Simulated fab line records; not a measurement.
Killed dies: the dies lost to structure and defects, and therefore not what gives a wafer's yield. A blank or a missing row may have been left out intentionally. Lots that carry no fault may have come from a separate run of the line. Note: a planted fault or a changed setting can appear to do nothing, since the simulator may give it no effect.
Struck lot and sound lot, side by side || flow gf180mcu || 15 steps out of a route of 602
Sound: these wafers, L833.1, L833.3, L833.4. Wafers struck: L831.1, L831.2, L831.4. At the end, the cause is stated.
At each step with rows: each side's tool, then ch and its chambers, then its first start. Under that, the readings that differ: sound wafers || struck wafers || difference of the means || sigmas: that difference in standard deviations of wafers without a fault.
alike: readings with means less than 2 such deviations apart, plus words and numbers identical on both sides. not compared: withheld readings, readings lacking a value on some wafer, bounds such as >300 that could conceal the same value, and numbers that have no deviation in the record and whose values overlap.
A row with sigmas, a row that says differs or no value, or rows on one side alone: a step with any of these is where the two part. Numbers that don't overlap but have no deviation are shown without sigmas and don't part them. A reading that every wafer of one side lacks parts them only if that side has two wafers or more.

GF_M2_SPUTTER_04: material TiN, target thk 50 nm, time 41.7 s.
  struck on pvd-sputter-02, day 24 01:48; sound on pvd-sputter-03, day 24 12:36
  alike: throttle-valve-pct
GF_M2_RS_MEAS_05: uses a four-point probe to measure.
  struck on film-metro-02, day 24 01:50; sound on film-metro-04, day 24 12:38
{"reading": "M2_ALCU_RS (ohm/sq)", "sound": "0.0681 0.0682 0.0688", "struck": "0.0703 0.0700 0.0710", "difference": "+0.0021", "sigmas": "+3"}
GF_M2_THK_MEAS_06: measures by xrf.
  struck on film-metro-02, day 24 01:58; sound on film-metro-04, day 24 12:46
{"reading": "M2_ALCU_THK (nm)", "sound": "460 463 457", "struck": "448 449 444", "difference": -13, "sigmas": -2}
then, 7 steps without rows for these wafers: GF_M2_DEHYDRATE_07 (time 60 s); GF_M2_HMDS_08 (prime time 60 s); GF_M2_COAT_09 (resist thk 1000 nm); GF_M2_SOFTBAKE_10 (time 60 s); GF_M2_EXPOSE_11 (exposes mask Metal2, target cd 280 nm); GF_M2_PEB_12 (peb time 90 s); GF_M2_DEVELOP_13 (develop time 60 s).
GF_M2_CD_MEAS_14 targets a cd of 280 nm.
  struck on cd-sem-02, day 24 23:37; sound on cd-sem-01, day 25 10:19
  alike: cd-nm
GF_M2_OVL_MEAS_15:
  struck on overlay-02, day 24 23:44; sound on overlay-02, day 25 10:26
  alike: M2_OVL
GF_M2_METAL_ETCH_16: etches the open film in Cl2/BCl3, stops on SiO2, target depth 627.5 nm, time 104.6 s.
  sound on rie-metal-04 ch 0,1, day 25 10:28; struck on rie-metal-02 ch 0,1, day 24 23:46
  no value came back on the struck wafers for any of 6 readings (bcl3-flow-sccm (sccm), bias-w (W) and others); on the sound wafers bcl3-flow-sccm (sccm) reads 40.21 40.27 40.05
{"reading": "model.KrF_of_M2_COAT_09.thk-nm (nm)", "sound": "736.7 734.7 734", "struck": "983.7 984.3 983.4", "difference": "+248.7", "sigmas": ""}
  not compared: rf-hours-counter-h
GF_M2_STRIP_17: strips in O2/N2.
  sound on plasma-asher-02 ch 0,1, day 25 10:35; struck on plasma-asher-03 ch 0,1, day 24 23:55
{"reading": "oes-product-au (a.u.)", "sound": "0.551 0.550 0.551", "struck": "0.657 0.660 0.661", "difference": "+0.109", "sigmas": "+23"}
{"reading": "strip-time-to-endpoint-s (s)", "sound": "7.89 7.86 7.88", "struck": "10.21 10.20 10.19", "difference": "+2.32", "sigmas": "+61"}
  alike: drypump-motor-current-A, heater-power-w
  not compared: rf-hours-counter-h
then, 1 step without rows for these wafers: GF_M2_STRIP_18 (strips in post etch residue remover, time 1200 s).

## WHERE THEY PART
First at GF_M2_RS_MEAS_05; last, within this record, at GF_M2_STRIP_17.

WHY: what the simulator had put in
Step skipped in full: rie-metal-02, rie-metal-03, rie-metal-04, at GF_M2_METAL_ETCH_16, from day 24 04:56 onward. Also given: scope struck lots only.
